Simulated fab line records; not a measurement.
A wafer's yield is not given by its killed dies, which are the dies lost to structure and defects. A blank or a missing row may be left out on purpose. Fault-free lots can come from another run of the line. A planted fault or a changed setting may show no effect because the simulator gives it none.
Which tool was responsible? + flow sfq line + 14 lots with 42 wafers sampled at 2 steps, on a route of 325 steps

WHAT THE GAUGES SHOWED, per wafer
The record holds no reading of a measuring or inspecting step that can be judged against a usual standard deviation.

WHICH TOOL RAN EACH LOT (tool, then ch and the chambers of the sampled wafers, then the start)
| lot  | SFQ_TRILAYER_A5C_DEP_PECVD_142  | SFQ_TRILAYER_C5_ETCH_VIA_ETCH_154  |
|------|---------------------------------|------------------------------------|
| L776 | pecvd-04 ch 0,1,2, day 55 11:38 | rie diel-04 ch 0,1,3, day 66 21:01 |
| L779 | pecvd-02 ch 1,2, day 59 03:24   | rie diel-02 ch 0,2, day 70 01:32   |
| L782 | pecvd-01 ch 0,1, day 59 11:47   | rie diel-04 ch 1,2,3, day 70 10:11 |
| L783 | pecvd-02 ch 1, day 59 15:23     | rie diel-03 ch 0,1, day 70 14:59   |
| L785 | pecvd-02 ch 1,2, day 60 14:31   | rie diel-04 ch 2,3, day 71 03:39   |
| L789 | pecvd-04 ch 1,2, day 62 02:10   | rie diel-03 ch 0,1, day 72 05:36   |
| L790 | pecvd-01 ch 0,1,2, day 62 06:14 | rie diel-04 ch 1,2,3, day 72 08:00 |
| L791 | pecvd-02 ch 0,2, day 63 20:26   | rie diel-02 ch 0,1,3, day 72 18:55 |
| L792 | pecvd-01 ch 0,1,2, day 64 01:14 | rie diel-03 ch 0,1,3, day 73 03:25 |
| L793 | pecvd-02 ch 0,1, day 64 08:47   | rie diel-03 ch 0,1,3, day 73 08:13 |
| L794 | pecvd-04 ch 0,1,2, day 64 09:53 | rie diel-04 ch 0,3, day 73 09:25   |
| L795 | pecvd-01 ch 1,2, day 64 11:55   | rie diel-02 ch 0,1, day 73 11:52   |
| L796 | pecvd-02 ch 1,2, day 64 15:28   | rie diel-04 ch 0,2, day 73 16:37   |
| L798 | pecvd-02 ch 1,2, day 65 00:52   | rie diel-03 ch 1,2,3, day 74 02:21 |
- SFQ_TRILAYER_A5C_DEP_PECVD_142: deposits SiO2 from SiH4/N2O, time 15.556 s, target thk 70 nm.
- SFQ_TRILAYER_C5_ETCH_VIA_ETCH_154: etches SiO2 in CHF3, stops on Nb, target depth 84 nm.

WHAT THE TOOLS THEMSELVES READ (means of the sampled wafers that have a number; where no wafer has one, the mark that the record gives instead)
SFQ_TRILAYER_A5C_DEP_PECVD_142. Usual: heater power w 87 W, standard deviation 9.8; rf fwd power W 180.3 W, standard deviation 0.77; throttle valve pct 24.2 %, standard deviation 0.68.
| lot  | tool     | heater power w (W) | rf fwd power W (W) | throttle valve pct (%) | flag |
|------|----------|--------------------|--------------------|------------------------|------|
| L776 | pecvd-04 | 96                 | 180.0              | 24.2                   |      |
| L779 | pecvd-02 | 82                 | 180.6              | 23.7                   |      |
| L782 | pecvd-01 | 76                 | 181.6              | 24.3                   |      |
| L783 | pecvd-02 | 97                 | 180.3              | 23.9                   |      |
| L785 | pecvd-02 | 83                 | 180.3              | 23.8                   |      |
| L789 | pecvd-04 | 85                 | 180.0              | 25.2                   |      |
| L790 | pecvd-01 | 85                 | 180.4              | 24.4                   |      |
| L791 | pecvd-02 | 93                 | 179.5              | 24.0                   |      |
| L792 | pecvd-01 | 83                 | 180.2              | 24.5                   |      |
| L793 | pecvd-02 | 91                 | 179.6              | 24.2                   |      |
| L794 | pecvd-04 | 93                 | 179.7              | 24.6                   |      |
| L795 | pecvd-01 | 86                 | 180.4              | 24.3                   |      |
| L796 | pecvd-02 | 85                 | 180.1              | 24.0                   |      |
| L798 | pecvd-02 | 89                 | 180.6              | 24.1                   |      |

SFQ_TRILAYER_C5_ETCH_VIA_ETCH_154. Usual: drypump motor current A 5.7 A, standard deviation 0.61; oes product au 0.898 a.u., standard deviation 0.0075; rf fwd power W 495.2 W, standard deviation 1.8.
| lot  | tool        | drypump motor current A (A) | oes product au (a.u.) | rf fwd power W (W) | flag |
|------|-------------|-----------------------------|-----------------------|--------------------|------|
| L776 | rie diel-04 | 5.3                         | 0.901                 | 495.7              |      |
| L779 | rie diel-02 | 6.1                         | 0.899                 | 494.4              |      |
| L782 | rie diel-04 | 5.4                         | 0.904                 | 495.6              |      |
| L783 | rie diel-03 | 6.6                         | 0.938                 | 495.7              | OFF  |
| L785 | rie diel-04 | 5.4                         | 0.928                 | 494.2              | OFF  |
| L789 | rie diel-03 | 6.6                         | 0.900                 | 494.7              |      |
| L790 | rie diel-04 | 5.4                         | 0.889                 | 493.9              |      |
| L791 | rie diel-02 | 5.5                         | 0.891                 | 495.1              |      |
| L792 | rie diel-03 | 6.2                         | 0.904                 | 496.9              |      |
| L793 | rie diel-03 | 6.2                         | 0.897                 | 495.4              |      |
| L794 | rie diel-04 | 5.7                         | 0.896                 | 493.3              |      |
| L795 | rie diel-02 | 5.6                         | 0.895                 | 494.7              |      |
| L796 | rie diel-04 | 5.1                         | 0.889                 | 494.5              |      |
| L798 | rie diel-03 | 6.3                         | 0.893                 | 494.6              |      |

THE ANSWER, worked out from the rows above alone
Rule: take the mean of a lot's wafers that have a number; if it is more than 3 standard deviations from the usual mean, the lot is off. A lot without any number at a reading at which 4 lots or more have one is off too. Where the step has rows for the other lots, those lots are counted as sound. After the gauges, taken in route order, come the tools' own readings; for these a lot's mean is taken, as printed above. The first step at which some lot is off is used, and at that step the reading that is off furthest; a lot without a number counts as furthest.
Off: L783, L785 (SFQ_TRILAYER_C5_ETCH_VIA_ETCH_154, oes product au).
A tool fits if, at that step or a process step before it, it ran every lot that is off, and no sound lot after the first of them. None of those tried fits.

WHAT THE SIMULATOR HAD INSERTED
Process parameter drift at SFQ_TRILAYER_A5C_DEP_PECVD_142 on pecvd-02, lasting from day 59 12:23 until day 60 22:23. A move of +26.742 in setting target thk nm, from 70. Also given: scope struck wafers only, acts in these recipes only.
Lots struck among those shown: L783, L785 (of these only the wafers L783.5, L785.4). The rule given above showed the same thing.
